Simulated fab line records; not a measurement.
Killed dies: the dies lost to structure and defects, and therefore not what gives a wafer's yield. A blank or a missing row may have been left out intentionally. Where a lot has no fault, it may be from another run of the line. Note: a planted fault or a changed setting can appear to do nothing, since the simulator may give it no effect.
Comparing a struck lot with a sound one :: flow sky130 :: 15 steps out of a route of 708
Sound: the wafers L586.3, L586.4, L586.5. Struck: wafers L594.2, L594.6 (left out: L594.4, a lot-mate that was not struck); the cause follows at the end.
Each step with rows lists, per side, the tool, then ch with its chambers, then its first start. Under that, the readings that differ: sound wafers :: struck wafers :: difference of the means :: sigmas: that difference in standard deviations of wafers without a fault.
alike: readings with means less than 2 such deviations apart, plus words and numbers identical on both sides. not compared: withheld readings, readings lacking a value on some wafer, bounds such as >300 that could conceal the same value, and numbers that have no deviation in the record and whose values overlap.
The two part at a step that has a row with sigmas, a row that says differs or no value, or rows on one side only. Numbers that don't overlap but have no deviation are shown without sigmas and don't part them. A reading missing from all wafers of one side parts the sides only when that side holds two or more wafers.

first, 1 step without rows for these wafers: SKY_VT_ADJUST_LVTN_IMPLANT_08.
SKY_VT_ADJUST_LVTN_STRIP_09: strips in O2/N2.
  sound on plasma_asher-04 ch 0,1, day 9 04:22; struck on plasma_asher-04 ch 0, day 12 02:56
reading: oes_product_au (a.u.)
sound: 0.723 0.720 0.723
struck: 0.730 0.735
difference: +0.010
sigmas: +2
  alike: drypump_motor_current_A, o2_flow_sccm, strip_time_to_endpoint_s
  not compared: rf_hours_counter_h
SKY_VT_ADJUST_LVTN_TW_MEAS_10:
  sound on film_metro-03 at day 9 04:26; struck on film_metro-02 at day 12 03:02
  alike: VT_ADJUST_LVTN_TW
then, 7 steps without rows for these wafers: SKY_VT_ADJUST_LVTN_DEHYDRATE_11 (time 60 s); SKY_VT_ADJUST_LVTN_HMDS_12 (prime time 60 s); SKY_VT_ADJUST_LVTN_COAT_13 (resist thk 1140 nm); SKY_VT_ADJUST_LVTN_SOFTBAKE_14 (time 60 s); SKY_VT_ADJUST_LVTN_EXPOSE_15 (exposes mask HVN STD DERIVED, target cd 600 nm); SKY_VT_ADJUST_LVTN_PEB_16; SKY_VT_ADJUST_LVTN_DEVELOP_17 (develop time 60 s).
SKY_VT_ADJUST_LVTN_OVL_MEAS_18:
  sound on overlay-01 at day 10 01:33; struck on overlay-02 at day 13 03:51
reading: VT_ADJUST_LVTN_01_OVL (nm)
sound: -2.5 -1.5 -2.3
struck: 0.0 2.2
difference: +3.2
sigmas: +2
after that, 1 step had no rows for these wafers: SKY_VT_ADJUST_LVTN_IMPLANT_19.
SKY_VT_ADJUST_LVTN_STRIP_20: strips in O2/N2.
  sound on plasma_asher-04 ch 0,1, day 10 01:50; struck on plasma_asher-03 ch 1, day 13 04:03
reading: o2_flow_sccm (sccm)
sound: 3009 3008 3011
struck: 2403 2395
difference: -610
sigmas: -79

reading: oes_product_au (a.u.)
sound: 0.720 0.716 0.720
struck: 0.709 0.709
difference: -0.010
sigmas: -2

reading: strip_time_to_endpoint_s (s)
sound: 14.23 14.14 14.22
struck: 14.36 14.41
difference: +0.19
sigmas: +4
  alike: drypump_motor_current_A
  not compared: rf_hours_counter_h
SKY_VT_ADJUST_LVTN_TW_MEAS_21:
  sound on film_metro-02 at day 10 01:55; struck on film_metro-02 at day 13 04:10
  alike: VT_ADJUST_LVTN_2_TW
-- a jump in the record: the struck wafers' starts before and after are 37 days apart (it breaks off in module VT_ADJUST_LVTN and resumes in module PAD_OPEN, where the first step shown is number 708 of the route) --
SKY_PAD_OPEN_PROBE_99:
  sound on prober-01 at day 48 00:01; struck on prober-02 at day 50 13:44
reading: killed_at_front_end
sound: 11 14 12
struck: 21 25
difference: +11
sigmas: +2
  alike: killed_at_M0_to_M3, killed_at_M4_up, killed_at_contacts, killed_at_other, killed_dies, killed_open, killed_short

## WHERE THEY PART
Last at SKY_PAD_OPEN_PROBE_99 as far as this record goes, first at SKY_VT_ADJUST_LVTN_STRIP_09.

WHY: what had been put in by the simulator
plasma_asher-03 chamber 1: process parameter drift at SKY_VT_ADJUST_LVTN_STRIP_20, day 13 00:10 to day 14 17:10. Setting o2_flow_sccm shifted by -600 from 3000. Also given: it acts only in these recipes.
